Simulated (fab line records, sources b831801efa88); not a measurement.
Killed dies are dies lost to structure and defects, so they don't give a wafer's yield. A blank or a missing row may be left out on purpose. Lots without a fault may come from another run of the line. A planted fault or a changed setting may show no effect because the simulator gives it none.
Chamber matching | flow sky130 | SKY_VIA1_CMP_02 on cmp-01: 4 sister chambers
The step polishes SiO2. 20 wafers are shown with their chamber, then 10 later ones without.

WAFERS WITH THEIR CHAMBER
wafer  | chamber | motor_current_A (A)
L076.1 | 3       | 11.7
L076.4 | 1       | 12.3
L076.5 | 3       | 11.6
L080.3 | 1       | 12.2
L080.5 | 3       | 10.9
L080.6 | 0       | 12.2
L084.1 | 2       | 14.5
L084.2 | 3       | 11.7
L084.3 | 1       | 12.6
L086.1 | 3       | 12.1
L086.3 | 0       | 12.3
L086.6 | 2       | 13.7
L087.2 | 3       | 11.9
L087.4 | 1       | 12.2
L087.6 | 3       | 11.8
L090.4 | 1       | 11.9
L090.5 | 0       | 12.6
L090.6 | 1       | 12.2
L092.1 | 3       | 11.0
L092.4 | 0       | 11.9

SIGNATURES (means of the wafers above)
reading         | chamber 0 | chamber 1 | chamber 2 | chamber 3 | scatter within a chamber
motor_current_A | 12.250    | 12.233    | 14.100    | 11.588    | 0.36
Rule: a wafer's distance from a chamber is the root of the sum, over the readings, of the square of ((its reading less the chamber's mean) divided by the reading's scatter). The wafer belongs to the nearest chamber; if the next one is less than 2 further off, it can't be placed. The scatter: the root of (the sum of the squares of (reading less its chamber's mean) over the shown wafers, divided by (wafers less chambers)).

WAFERS WITHOUT THEIR CHAMBER
wafer  | motor_current_A (A)
L092.5 | 11.8
L094.3 | 15.1
L094.4 | 11.7
L094.6 | 12.2
L096.2 | 12.2
L096.3 | 11.2
L096.5 | 11.3
L097.1 | 12.7
L097.5 | 15.4
L097.6 | 11.2

WHICH CHAMBER EACH WENT THROUGH
wafer  | from the rows above          | in truth
L092.5 | can't be placed: 3 or 1 or 0 | 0
L094.3 | 2                            | 2
L094.4 | can't be placed: 3 or 1 or 0 | 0
L094.6 | can't be placed: 1 or 0 or 3 | 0
L096.2 | can't be placed: 1 or 0 or 3 | 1
L096.3 | can't be placed: 3 or 1 or 0 | 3
L096.5 | can't be placed: 3 or 1 or 0 | 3
L097.1 | can't be placed: 0 or 1 or 3 | 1
L097.5 | 2                            | 2
L097.6 | can't be placed: 3 or 1 or 0 | 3
Placed correctly: 2 of 10. Can't be placed from these rows: 8 (the true chamber is among the candidates in 8). Placed wrongly: 0.
